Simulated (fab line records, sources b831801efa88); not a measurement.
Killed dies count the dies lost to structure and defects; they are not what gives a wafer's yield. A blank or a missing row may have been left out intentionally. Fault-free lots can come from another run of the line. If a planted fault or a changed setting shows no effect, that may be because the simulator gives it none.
Matching of chambers / flow gf180mcu / GF_V5_CMP_04 on cmp-02 has 4 sister chambers
The step polishes SiO2. 8 wafers are shown with their chamber, then 9 later ones without.

## WAFERS WITH THEIR CHAMBER
wafer=L541.4; chamber=2; motor_current_A (A)=12.4; retaining_ring_pressure_frac=1.008
wafer=L542.6; chamber=0; motor_current_A (A)=10.7; retaining_ring_pressure_frac=1.000
wafer=L544.2; chamber=3; motor_current_A (A)=10.9; retaining_ring_pressure_frac=1.000
wafer=L544.3; chamber=2; motor_current_A (A)=12.2; retaining_ring_pressure_frac=1.000
wafer=L544.6; chamber=0; motor_current_A (A)=11.6; retaining_ring_pressure_frac=1.000
wafer=L548.2; chamber=3; motor_current_A (A)=10.6; retaining_ring_pressure_frac=1.002
wafer=L548.4; chamber=1; motor_current_A (A)=12.4; retaining_ring_pressure_frac=1.003
wafer=L548.6; chamber=1; motor_current_A (A)=12.4; retaining_ring_pressure_frac=0.996

## WAFERS WITH NO CHAMBER GIVEN
wafer=L549.1; motor_current_A (A)=10.5; retaining_ring_pressure_frac=1.012
wafer=L549.4; motor_current_A (A)=12.2; retaining_ring_pressure_frac=0.997
wafer=L549.6; motor_current_A (A)=12.6; retaining_ring_pressure_frac=1.007
wafer=L550.1; motor_current_A (A)=11.6; retaining_ring_pressure_frac=0.995
wafer=L550.4; motor_current_A (A)=13.0; retaining_ring_pressure_frac=1.003
wafer=L550.5; motor_current_A (A)=13.3; retaining_ring_pressure_frac=0.993
wafer=L556.1; motor_current_A (A)=13.4; retaining_ring_pressure_frac=0.998
wafer=L556.2; motor_current_A (A)=10.8; retaining_ring_pressure_frac=0.995
wafer=L556.3; motor_current_A (A)=10.8; retaining_ring_pressure_frac=0.998

## WHICH CHAMBER EACH WENT THROUGH
wafer=L549.1; from the rows above=can't be placed: 3 or 0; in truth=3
wafer=L549.4; from the rows above=can't be placed: 1 or 2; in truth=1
wafer=L549.6; from the rows above=can't be placed: 2 or 1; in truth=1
wafer=L550.1; from the rows above=can't be placed: 0 or 1 or 3 or 2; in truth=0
wafer=L550.4; from the rows above=can't be placed: 1 or 2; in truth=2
wafer=L550.5; from the rows above=can't be placed: 1 or 2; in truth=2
wafer=L556.1; from the rows above=can't be placed: 1 or 2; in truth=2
wafer=L556.2; from the rows above=can't be placed: 3 or 0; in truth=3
wafer=L556.3; from the rows above=can't be placed: 3 or 0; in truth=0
Correct placement for 0 of the 9. Cannot be placed on the basis of these rows: 9; the candidates contain the true chamber in 9. Number placed wrongly: 0.
How it was worked out, from the rows above alone: a wafer's distance from a chamber is the root of the sum, over the readings, of the square of ((its reading less the chamber's mean) divided by the reading's scatter). The wafer belongs to the nearest chamber; if the next one is less than 2 further off, it can't be placed. The mean given for a chamber averages the wafers shown for that chamber. The scatter: take each reading less its chamber's mean, square it, sum over the shown wafers, divide by the number of wafers less the number of chambers, and take the root.
